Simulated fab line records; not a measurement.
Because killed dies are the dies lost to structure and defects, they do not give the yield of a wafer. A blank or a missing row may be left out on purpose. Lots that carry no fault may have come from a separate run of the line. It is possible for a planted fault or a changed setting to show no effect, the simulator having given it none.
fab line records + flow sky130
record
- lots=6
- wafers=18
- last_day=50
route steps=708 shown GATE_OXIDE@187 PAD_OPEN@708
lots that met no fault: taken from a fault-free run of the same line
start_h: hours from the record's opening day to when the first of the lot's shown wafers began + wait_h: time in hours since the lot's previous step + " repeats the value in the row above + L1.1+2: one row covering several wafers at once + - no value, or no start was given + * or withheld: withheld + < > ~ a bound
route shown NAME@n: a module of which the file shows steps, and the number in the route of the first + usual: mean and standard deviation over wafers with no fault + same: alike in all rows + chamber/n: place in a boat + sites: each site's reading + _std_site: the standard deviation of these + _edge_site: inner sites' mean taken away from outer sites' mean + radius_mm: how far each site lies from the wafer's centre + mask NAME#n: copy n + behind: tool/chamber where the wafer was last shaped + hold: why the lot went on hold/how many hours it stayed there/how the hold came to an end + device: the n, p or np transistor that did not switch + end of line: the route-end tests of the same wafers + where a step has no rows: the recipe by itself + killed: not the wafer's yield, but the dies lost to structure and defects at the first sort + map: the dies of a wafer, with x for killed, . for not killed, _ for no die there
set.NAME: setting as actually run; set.NAME@STEP: the setting as run at that earlier step + model.NAME: the simulator's own value behind a step, which no gauge read
lots at some steps of the route; a table a step, a row a wafer
services: the hour from which a tool's chamber was out of use, counted from the record's first day as start_h (under 0 if before that day), plus the number of hours and why
## steps
# step SKY_GATE_OXIDE_CLEAN_00
# recipe
- chemistry=SC1/SC2
- mix=1:4:20
- temp_c=70
- time_s=150
- dry=n2_spin
# step SKY_GATE_OXIDE_OXIDATION_01
# recipe
- temp_c=900
- ambient=O2
- stabilise_s=600
- purge_s=300
- target_thk_a=102.68
- ox_time_s=1473
# step SKY_GATE_OXIDE_THK_MEAS_02
# recipe
- reads=SiO2_of_GATE_OXIDE_OXIDATION_01
# usual
- GATE_OXIDE_OXIDATION_00_THK=10.36/0.22
| lot.wafer | tool          | chamber | start_h | wait_h | GATE_OXIDE_OXIDATION_00_THK[nm] |
|-----------|---------------|---------|---------|--------|---------------------------------|
| L535.3    | film_metro-04 | -       | 396.29  | 0.0    | 10.32                           |
| L535.5    | "             | -       | "       | "      | 10.13                           |
| L535.6    | "             | -       | "       | "      | 10.29                           |
| L536.2    | film_metro-04 | -       | 407.63  | 0.0    | 10.11                           |
| L536.4    | "             | -       | "       | "      | 10.13                           |
| L536.6    | "             | -       | "       | "      | 10.19                           |
| L538.1    | film_metro-01 | -       | 420.43  | 0.0    | 10.05                           |
| L538.2    | "             | -       | "       | "      | 9.98                            |
| L538.5    | "             | -       | "       | "      | 10.24                           |
| L539.4    | film_metro-04 | -       | 429.21  | 0.0    | 10.66                           |
| L539.5    | "             | -       | "       | "      | 10.62                           |
| L539.6    | "             | -       | "       | "      | 10.81                           |
| L543.1    | film_metro-04 | -       | 467.53  | 0.0    | 9.88                            |
| L543.3    | "             | -       | "       | "      | 10.05                           |
| L543.5    | "             | -       | "       | "      | 10.12                           |
| L544.1    | film_metro-03 | -       | 473.93  | 0.0    | 10.65                           |
| L544.2    | "             | -       | "       | "      | 10.65                           |
| L544.4    | "             | -       | "       | "      | 10.67                           |
# step SKY_GATE_OXIDE_DEHYDRATE_03
# recipe
- temp_c=200
- time_s=60
# step SKY_GATE_OXIDE_HMDS_04
# recipe
- prime_time_s=60
- prime_temp_c=120
# step SKY_GATE_OXIDE_COAT_05
# recipe
- resist=NOVOLAK
- spin_rpm=3000
- resist_thk_nm=1140
# step SKY_GATE_OXIDE_SOFTBAKE_06
# recipe
- temp_c=90
- time_s=60
- resist=NOVOLAK
# step SKY_GATE_OXIDE_EXPOSE_07
# recipe
- mask_id=LVOM
- na=0.6
- source_shape=conventional
- sigma_outer=0.6
- polarization=unpolarized
- target_cd_nm=600
- dose_mj=170
# step SKY_GATE_OXIDE_PEB_08
# recipe
- temp_c=withheld
- time_s=*
- resist=NOVOLAK
# step SKY_GATE_OXIDE_DEVELOP_09
# recipe
- resist=NOVOLAK
- developer=TMAH
- develop_time_s=60
- dev_temp_c=23
# step SKY_GATE_OXIDE_OVL_MEAS_10
# usual
- GATE_OXIDE_OVL=-0.1/1.5
| lot.wafer | tool       | chamber | start_h | wait_h | GATE_OXIDE_OVL[nm] |
|-----------|------------|---------|---------|--------|--------------------|
| L535.3    | overlay-02 | -       | 426.17  | 0.1    | -3.3               |
| L535.5    | "          | -       | "       | "      | -0.4               |
| L535.6    | "          | -       | "       | "      | -1.4               |
| L536.2    | overlay-01 | -       | 437.87  | 0.1    | -0.2               |
| L536.4    | "          | -       | "       | "      | 0.5                |
| L536.6    | "          | -       | "       | "      | -1.0               |
| L538.1    | overlay-01 | -       | 451.14  | 0.1    | -2.2               |
| L538.2    | "          | -       | "       | "      | 0.0                |
| L538.5    | "          | -       | "       | "      | -1.2               |
| L539.4    | overlay-02 | -       | 460.21  | 0.1    | -2.1               |
| L539.5    | "          | -       | "       | "      | -1.9               |
| L539.6    | "          | -       | "       | "      | -0.1               |
| L543.1    | overlay-02 | -       | 498.51  | 0.1    | 0.3                |
| L543.3    | "          | -       | "       | "      | 0.4                |
| L543.5    | "          | -       | "       | "      | -0.9               |
| L544.1    | overlay-01 | -       | 504.69  | 0.1    | -1.4               |
| L544.2    | "          | -       | "       | "      | -0.9               |
| L544.4    | "          | -       | "       | "      | -0.5               |
# step SKY_GATE_OXIDE_IMPLANT_11
# recipe
- species=B
- energy_kev=10
- dose_cm2=2.6e+12
- tilt_deg=withheld
# step SKY_GATE_OXIDE_WET_ETCH_12
# recipe
- chemistry=dHF
- target_depth_nm=16.8
- dry=n2_spin
- target=SiO2
- dilution=100:1
- temp_c=25
- time_s=336
# usual
- run_length_s=364/3.7
| lot.wafer | tool         | chamber | start_h | wait_h | run_length_s | model.SiO2_of_FIELD_ISO_CVD_24.thk_nm |
|-----------|--------------|---------|---------|--------|--------------|---------------------------------------|
| L535.3    | wet_bench-04 | 0       | 426.35  | 0.1    | 370          | 366.6                                 |
| L535.5    | "            | 0       | "       | "      | 370          | 365.7                                 |
| L535.6    | "            | 0       | "       | "      | 370          | 364.5                                 |
| L536.2    | wet_bench-02 | 1       | 438.05  | 0.1    | 364          | 362.4                                 |
| L536.4    | "            | 1       | "       | "      | 364          | 365.6                                 |
| L536.6    | "            | 1       | "       | "      | 364          | 364.2                                 |
| L538.1    | wet_bench-02 | 3       | 451.33  | 0.1    | 117          | 379.3                                 |
| L538.2    | "            | 3       | "       | "      | 117          | 378                                   |
| L538.5    | "            | 3       | "       | "      | 117          | 378.8                                 |
| L539.4    | wet_bench-02 | 3       | 460.38  | 0.1    | 123          | 376                                   |
| L539.5    | "            | 3       | "       | "      | 123          | 376.1                                 |
| L539.6    | "            | 3       | "       | "      | 123          | 375.8                                 |
| L543.1    | wet_bench-03 | 2       | 498.70  | 0.1    | 360          | 364.6                                 |
| L543.3    | "            | 2       | "       | "      | 360          | 363.7                                 |
| L543.5    | "            | 2       | "       | "      | 360          | 364.1                                 |
| L544.1    | wet_bench-04 | 3       | 504.88  | 0.1    | 370          | 367.1                                 |
| L544.2    | "            | 3       | "       | "      | 370          | 366.5                                 |
| L544.4    | "            | 3       | "       | "      | 370          | 365                                   |
# step SKY_GATE_OXIDE_STRIP_13
# recipe
- chemistry=O2/N2
- power_w=1400
- pressure_mtorr=1500
- platen_temp_c=withheld
- o2_flow_sccm=3000
- n2_flow_sccm=300
- overash_fraction=0.5
# usual
- drypump_motor_current_A=5.4/0.3
- oes_product_au=0.715/0.0044
- strip_time_to_endpoint_s=14.19/0.034
# same
- overash_fraction=0.5
| lot.wafer | tool            | chamber | start_h | wait_h | drypump_motor_current_A | oes_product_au | rf_hours_counter_h | strip_time_to_endpoint_s |
|-----------|-----------------|---------|---------|--------|-------------------------|----------------|--------------------|--------------------------|
| L535.3    | plasma_asher-01 | 0       | 426.49  | 0.0    | 5.4                     | 0.713          | -                  | 14.22                    |
| L535.5    | "               | 0       | "       | "      | 5.4                     | 0.717          | -                  | 14.17                    |
| L535.6    | "               | 1       | "       | "      | 5.3                     | 0.713          | -                  | 14.17                    |
| L536.2    | plasma_asher-04 | 0       | 438.15  | 0.0    | 5.5                     | 0.711          | 32                 | 14.22                    |
| L536.4    | "               | 1       | "       | "      | 4.9                     | 0.716          | -                  | 14.21                    |
| L536.6    | "               | 0       | "       | "      | 5.5                     | 0.717          | -                  | 14.21                    |
| L538.1    | plasma_asher-01 | 1       | 451.43  | 0.1    | 5.3                     | 0.712          | 75                 | 14.17                    |
| L538.2    | "               | 0       | "       | "      | 5.4                     | 0.722          | 75                 | 14.19                    |
| L538.5    | "               | 0       | "       | "      | 5.4                     | 0.725          | -                  | 14.19                    |
| L539.4    | plasma_asher-04 | 1       | 460.52  | 0.1    | 4.9                     | 0.711          | -                  | 14.25                    |
| L539.5    | "               | 1       | "       | "      | 4.9                     | 0.706          | -                  | 14.23                    |
| L539.6    | "               | 0       | "       | "      | 5.5                     | 0.715          | -                  | 14.21                    |
| L543.1    | plasma_asher-02 | 0       | 498.80  | 0.0    | 5.2                     | 0.710          | 7                  | 14.16                    |
| L543.3    | "               | 1       | "       | "      | 5.9                     | 0.714          | -                  | 14.18                    |
| L543.5    | "               | 0       | "       | "      | 5.2                     | 0.721          | -                  | 14.20                    |
| L544.1    | plasma_asher-02 | 0       | 504.99  | 0.0    | 5.2                     | 0.718          | 8                  | 14.15                    |
| L544.2    | "               | 1       | "       | "      | 5.9                     | 0.720          | 8                  | 14.14                    |
| L544.4    | "               | 0       | "       | "      | 5.2                     | 0.715          | -                  | 14.15                    |
# step SKY_GATE_OXIDE_TW_MEAS_14
# usual
- GATE_OXIDE_TW=224.7/2.5
| lot.wafer | tool          | chamber | start_h | wait_h | GATE_OXIDE_TW |
|-----------|---------------|---------|---------|--------|---------------|
| L535.3    | film_metro-04 | -       | 426.58  | 0.1    | 226.2         |
| L535.5    | "             | -       | "       | "      | 226.2         |
| L535.6    | "             | -       | "       | "      | 226.2         |
| L536.2    | film_metro-04 | -       | 438.26  | 0.1    | 227.5         |
| L536.4    | "             | -       | "       | "      | 227.6         |
| L536.6    | "             | -       | "       | "      | 227.0         |
| L538.1    | film_metro-01 | -       | 451.53  | 0.1    | 221.3         |
| L538.2    | "             | -       | "       | "      | 222.4         |
| L538.5    | "             | -       | "       | "      | 221.6         |
| L539.4    | film_metro-04 | -       | 460.62  | 0.1    | 230.5         |
| L539.5    | "             | -       | "       | "      | 229.9         |
| L539.6    | "             | -       | "       | "      | 229.8         |
| L543.1    | film_metro-01 | -       | 498.90  | 0.1    | 222.1         |
| L543.3    | "             | -       | "       | "      | 221.6         |
| L543.5    | "             | -       | "       | "      | 222.0         |
| L544.1    | film_metro-04 | -       | 505.09  | 0.1    | 230.3         |
| L544.2    | "             | -       | "       | "      | 227.7         |
| L544.4    | "             | -       | "       | "      | 228.7         |
# step SKY_GATE_OXIDE_CLEAN_15
# recipe
- chemistry=SC1/SC2
- mix=1:4:20
- temp_c=70
- time_s=150
- dry=n2_spin
# usual
- bath_guard_temp_C=70.1/0.67
| lot.wafer | tool         | chamber | start_h | wait_h | bath_guard_temp_C | model.SiO2_of_FIELD_ISO_CVD_24.thk_nm |
|-----------|--------------|---------|---------|--------|-------------------|---------------------------------------|
| L535.3    | wet_bench-04 | 2       | 426.62  | 0.0    | 70.7              | 365.9                                 |
| L535.5    | "            | 2       | "       | "      | 70.8              | 365                                   |
| L535.6    | "            | 2       | "       | "      | 70.2              | 363.8                                 |
| L536.2    | wet_bench-02 | 0       | 438.31  | 0.0    | 70.2              | 361.8                                 |
| L536.4    | "            | 0       | "       | "      | 70.1              | 365                                   |
| L536.6    | "            | 0       | "       | "      | 70.1              | 363.5                                 |
| L538.1    | wet_bench-03 | 0       | 451.59  | 0.1    | 69.0              | 378.6                                 |
| L538.2    | "            | 0       | "       | "      | 69.9              | 377.3                                 |
| L538.5    | "            | 0       | "       | "      | 69.5              | 378.1                                 |
| L539.4    | wet_bench-04 | 1       | 460.65  | 0.0    | 70.9              | 375.4                                 |
| L539.5    | "            | 1       | "       | "      | 70.5              | 375.4                                 |
| L539.6    | "            | 1       | "       | "      | 70.7              | 375.2                                 |
| L543.1    | wet_bench-04 | 0       | 498.96  | 0.1    | 69.3              | 364                                   |
| L543.3    | "            | 0       | "       | "      | 69.1              | 363.1                                 |
| L543.5    | "            | 0       | "       | "      | 69.2              | 363.4                                 |
| L544.1    | wet_bench-03 | 3       | 505.15  | 0.1    | 70.7              | 366.4                                 |
| L544.2    | "            | 3       | "       | "      | 70.7              | 365.8                                 |
| L544.4    | "            | 3       | "       | "      | 71.2              | 364.3                                 |
# step SKY_GATE_OXIDE_OXIDATION_16
# recipe
- temp_c=800
- ambient=O2
- idle_temp_c=700
- ramp_up_c_per_min=10
- ramp_down_c_per_min=3
- stabilise_s=600
- purge_s=300
- target_thk_a=35.7
- ox_time_s=1915
# step SKY_PAD_OPEN_PROBE_99
# usual
- killed_at_M0_to_M3=44/7.3
- killed_at_M4_up=3.4/1.8
- killed_at_contacts=24/5.8
- killed_at_front_end=15/4.9
- killed_at_other=0.4/0.63
- killed_dies=86/11
- killed_on_rim=17/3.8
- killed_open=47/8
- killed_short=39/6.5
# same
- gross_dies=492
- killed_at_back_side=0
| lot.wafer | tool      | chamber | start_h | wait_h | killed_at_M0_to_M3 | killed_at_M4_up | killed_at_contacts | killed_at_front_end | killed_at_other | killed_dies | killed_on_rim | killed_open | killed_short |
|-----------|-----------|---------|---------|--------|--------------------|-----------------|--------------------|---------------------|-----------------|-------------|---------------|-------------|--------------|
| L535.3    | prober-01 | -       | 1157.60 | 0.2    | 47                 | 1               | 23                 | 12                  | 0               | 83          | 15            | 45          | 38           |
| L535.5    | prober-01 | -       | 1157.70 | 0.2    | 49                 | 5               | 20                 | 6                   | 0               | 80          | 21            | 37          | 43           |
| L535.6    | prober-01 | -       | 1157.75 | 0.2    | 43                 | 3               | 30                 | 14                  | 0               | 90          | 24            | 54          | 36           |
| L536.2    | prober-02 | -       | 1164.46 | 0.1    | 54                 | 3               | 25                 | 14                  | 1               | 97          | 20            | 52          | 45           |
| L536.4    | prober-02 | -       | 1164.56 | 0.2    | 39                 | 0               | 31                 | 23                  | 0               | 93          | 23            | 49          | 44           |
| L536.6    | prober-02 | -       | 1164.66 | 0.2    | 46                 | 5               | 23                 | 11                  | 0               | 85          | 11            | 52          | 33           |
| L538.1    | prober-01 | -       | 1170.89 | 0.1    | 44                 | 1               | 18                 | 429                 | 0               | 492         | 96            | 39          | 38           |
| L538.2    | prober-01 | -       | 1170.94 | 0.1    | 45                 | 2               | 26                 | 418                 | 1               | 492         | 96            | 47          | 43           |
| L538.5    | prober-01 | -       | 1171.09 | 0.2    | 38                 | 4               | 20                 | 430                 | 0               | 492         | 96            | 47          | 35           |
| L539.4    | prober-01 | -       | 1177.50 | 0.2    | 34                 | 3               | 28                 | 427                 | 0               | 492         | 96            | 59          | 22           |
| L539.5    | prober-01 | -       | 1177.55 | 0.2    | 35                 | 4               | 42                 | 411                 | 0               | 492         | 96            | 58          | 35           |
| L539.6    | prober-01 | -       | 1177.60 | 0.2    | 47                 | 1               | 27                 | 417                 | 0               | 492         | 96            | 45          | 45           |
| L543.1    | prober-01 | -       | 1197.44 | 0.1    | 51                 | 6               | 26                 | 12                  | 0               | 95          | 25            | 53          | 40           |
| L543.3    | prober-01 | -       | 1197.54 | 0.2    | 46                 | 7               | 18                 | 11                  | 2               | 84          | 15            | 39          | 45           |
| L543.5    | prober-01 | -       | 1197.64 | 0.2    | 34                 | 5               | 26                 | 7                   | 1               | 73          | 12            | 41          | 29           |
# killed by level:class
L535.3 VIA1:geometric_particle:open=10 VIA3:geometric_particle:open=8 VIA1:geometric_particle:short=7 VIA2:geometric_particle:open=7 LI_CONTACT:geometric_particle:open=6 CONTACT:geometric_particle:short=6 CONTACT:geometric_particle:open=6 FIELD_ISO:geometric_particle:short=4
L535.5 METAL2:geometric_particle:short=9 VIA3:geometric_particle:open=9 LI_CONTACT:geometric_particle:open=8 VIA1:geometric_particle:open=7 VIA1:geometric_particle:short=6 VIA2:geometric_particle:open=6 CONTACT:geometric_particle:open=5 METAL1:geometric_particle:short=5
L535.6 VIA1:geometric_particle:open=13 CONTACT:geometric_particle:open=12 FIELD_ISO:geometric_particle:open=7 VIA3:geometric_particle:open=7 VIA2:geometric_particle:open=6 LI_CONTACT:geometric_particle:short=5 METAL1:geometric_particle:short=5 VIA1:geometric_particle:short=5
L536.2 VIA1:geometric_particle:open=17 CONTACT:geometric_particle:open=10 VIA2:geometric_particle:open=8 VIA1:geometric_particle:short=8 LI_CONTACT:geometric_particle:open=7 METAL1:geometric_particle:short=6 LOCAL_INTERCONNECT:geometric_particle:short=5 POLY_GATE:geometric_particle:open=4
L536.4 LI_CONTACT:geometric_particle:open=10 VIA1:geometric_particle:open=9 FIELD_ISO:geometric_particle:short=6 POLY_GATE:geometric_particle:short=6 LI_CONTACT:geometric_particle:short=6 CONTACT:geometric_particle:open=6 FIELD_ISO:geometric_particle:open=5 METAL1:geometric_particle:short=5
L536.6 VIA1:geometric_particle:open=12 VIA2:geometric_particle:open=10 LI_CONTACT:geometric_particle:open=8 VIA3:geometric_particle:open=7 POLY_GATE:geometric_particle:open=6 METAL2:geometric_particle:short=6 CONTACT:geometric_particle:short=5 CONTACT:geometric_particle:open=5
L538.1 GATE_OXIDE:area_etch=415 VIA1:geometric_particle:open=8 VIA2:geometric_particle:open=7 FIELD_ISO:geometric_particle:short=6 VIA1:geometric_particle:short=6 METAL1:geometric_particle:short=6 FIELD_ISO:geometric_particle:open=5 LI_CONTACT:geometric_particle:open=4
L538.2 GATE_OXIDE:area_etch=402 VIA1:geometric_particle:open=13 LOCAL_INTERCONNECT:geometric_particle:short=8 CONTACT:geometric_particle:open=6 VIA3:geometric_particle:short=6 VIA2:geometric_particle:open=6 VIA1:geometric_particle:short=5 POLY_GATE:geometric_particle:open=4
L538.5 GATE_OXIDE:area_etch=410 CONTACT:geometric_particle:open=10 VIA1:geometric_particle:open=9 FIELD_ISO:geometric_particle:open=7 VIA3:geometric_particle:open=7 FIELD_ISO:geometric_particle:short=5 METAL1:geometric_particle:short=5 LI_CONTACT:geometric_particle:open=4
L539.4 GATE_OXIDE:area_etch=410 CONTACT:geometric_particle:open=14 VIA1:geometric_particle:open=10 LI_CONTACT:geometric_particle:open=8 VIA3:geometric_particle:open=7 FIELD_ISO:geometric_particle:open=6 VIA2:geometric_particle:open=6 POLY_GATE:geometric_particle:open=4
L539.5 GATE_OXIDE:area_etch=398 LI_CONTACT:geometric_particle:open=14 CONTACT:geometric_particle:open=12 VIA1:geometric_particle:open=7 METAL1:geometric_particle:short=7 VIA2:geometric_particle:open=7 FIELD_ISO:geometric_particle:open=6 LOCAL_INTERCONNECT:geometric_particle:short=6
L539.6 GATE_OXIDE:area_etch=401 LI_CONTACT:geometric_particle:open=9 VIA2:geometric_particle:open=9 VIA1:geometric_particle:open=9 VIA1:geometric_particle:short=8 CONTACT:geometric_particle:open=7 METAL1:geometric_particle:short=7 FIELD_ISO:geometric_particle:short=6
L543.1 CONTACT:geometric_particle:open=13 VIA2:geometric_particle:open=10 METAL2:geometric_particle:short=8 VIA1:geometric_particle:open=7 VIA3:geometric_particle:open=7 METAL3:geometric_particle:short=6 LI_CONTACT:geometric_particle:open=4 LOCAL_INTERCONNECT:geometric_particle:short=4
L543.3 VIA1:geometric_particle:open=16 CONTACT:geometric_particle:open=7 METAL2:geometric_particle:short=7 METAL3:geometric_particle:short=6 VIA1:geometric_particle:short=6 METAL4:geometric_particle:short=6 LOCAL_INTERCONNECT:geometric_particle:short=4 VIA2:geometric_particle:open=4
L543.5 CONTACT:geometric_particle:open=10 LI_CONTACT:geometric_particle:open=9 METAL1:geometric_particle:short=6 VIA1:geometric_particle:short=6 VIA1:geometric_particle:open=6 VIA2:geometric_particle:open=5 LOCAL_INTERCONNECT:geometric_particle:short=4 VIA3:geometric_particle:open=4
# map L538.1 (x killed, . not)
__________xxxxxxxxxx_________
________xxxxxxxxxxxxxx_______
______xxxxxxxxxxxxxxxxxx_____
_____xxxxxxxxxxxxxxxxxxxx____
____xxxxxxxxxxxxxxxxxxxxxx___
___xxxxxxxxxxxxxxxxxxxxxxxx__
__xxxxxxxxxxxxxxxxxxxxxxxxxx_
_xxxxxxxxxxxxxxxxxxxxxxxxxxxx
_xxxxxxxxxxxxxxxxxxxxxxxxxxxx
_xxxxxxxxxxxxxxxxxxxxxxxxxxxx
_xxxxxxxxxxxxxxxxxxxxxxxxxxxx
_xxxxxxxxxxxxxxxxxxxxxxxxxxxx
_xxxxxxxxxxxxxxxxxxxxxxxxxxxx
_xxxxxxxxxxxxxxxxxxxxxxxxxxxx
_xxxxxxxxxxxxxxxxxxxxxxxxxxxx
__xxxxxxxxxxxxxxxxxxxxxxxxxx_
___xxxxxxxxxxxxxxxxxxxxxxxx__
____xxxxxxxxxxxxxxxxxxxxxx___
_____xxxxxxxxxxxxxxxxxxxx____
______xxxxxxxxxxxxxxxxxx_____
________xxxxxxxxxxxxxx_______
__________xxxxxxxxxx_________
# map L539.4 (x killed, . not)
__________xxxxxxxxxx_________
________xxxxxxxxxxxxxx_______
______xxxxxxxxxxxxxxxxxx_____
_____xxxxxxxxxxxxxxxxxxxx____
____xxxxxxxxxxxxxxxxxxxxxx___
___xxxxxxxxxxxxxxxxxxxxxxxx__
__xxxxxxxxxxxxxxxxxxxxxxxxxx_
_xxxxxxxxxxxxxxxxxxxxxxxxxxxx
_xxxxxxxxxxxxxxxxxxxxxxxxxxxx
_xxxxxxxxxxxxxxxxxxxxxxxxxxxx
_xxxxxxxxxxxxxxxxxxxxxxxxxxxx
_xxxxxxxxxxxxxxxxxxxxxxxxxxxx
_xxxxxxxxxxxxxxxxxxxxxxxxxxxx
_xxxxxxxxxxxxxxxxxxxxxxxxxxxx
_xxxxxxxxxxxxxxxxxxxxxxxxxxxx
__xxxxxxxxxxxxxxxxxxxxxxxxxx_
___xxxxxxxxxxxxxxxxxxxxxxxx__
____xxxxxxxxxxxxxxxxxxxxxx___
_____xxxxxxxxxxxxxxxxxxxx____
______xxxxxxxxxxxxxxxxxx_____
________xxxxxxxxxxxxxx_______
__________xxxxxxxxxx_________
## services
| tool            | chamber | start_h | hours | kind       |
|-----------------|---------|---------|-------|------------|
| plasma_asher-02 | -       | 421.25  | 9.0   | pm         |
| plasma_asher-02 | 0       | 421.25  | 9.0   | vent_cycle |
| plasma_asher-02 | 1       | 421.25  | 9.0   | vent_cycle |
| plasma_asher-02 | 0       | 430.25  | -     | clean      |
| plasma_asher-02 | 1       | 430.25  | -     | clean      |
| wet_bench-04    | -       | 500.63  | 1.9   | pm         |
## key
first_sign
- step=SKY_GATE_OXIDE_WET_ETCH_12
- reading=run_length_s
- direction=down
- sigmas=66
- usual=*
- struck=*
effect
- step=SKY_PAD_OPEN_PROBE_99
- reading=killed_at_front_end
- direction=up
- sigmas=84
- usual=15
- struck=422
model_effect
- step=SKY_GATE_OXIDE_WET_ETCH_12
- value=SiO2_of_FIELD_ISO_CVD_24.thk_nm
- without=363.7
- struck=377.3
model_effect
- step=SKY_GATE_OXIDE_CLEAN_15
- value=SiO2_of_FIELD_ISO_CVD_24.thk_nm
- without=363
- struck=376.7
more_kills_born_at
- SKY_GATE_OXIDE_WET_ETCH_12@wet_bench-02=2436
met_at SKY_GATE_OXIDE_WET_ETCH_12
struck_wafers L538.1,L538.2,L538.5,L539.4,L539.5,L539.6
later_rows_left_out L538.1,L538.2,L538.5,L539.4,L539.5,L539.6
tester_left_out L538,L539
onset_between 438.05 451.33
fault
- kind=process_parameter_drift
- tool=wet_bench-02
- chamber=-
- onset_h=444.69
- steps=SKY_GATE_OXIDE_WET_ETCH_12
- channel=time_s
- offset=*
- shape=step
- end_h=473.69
- acts_in=*
- stated=*
# tester_left_out: of these lots the tester's yield and bins aren't shown, on N5 and GAA mostly nor the transistor test; their killed dies are dies lost to structure and defects alone, not to doping, threshold or leakage, so they don't give the yield
# later_rows_left_out: the simulator's readings of these wafers behind a module that went badly wrong aren't trusted and aren't shown, but for the sort
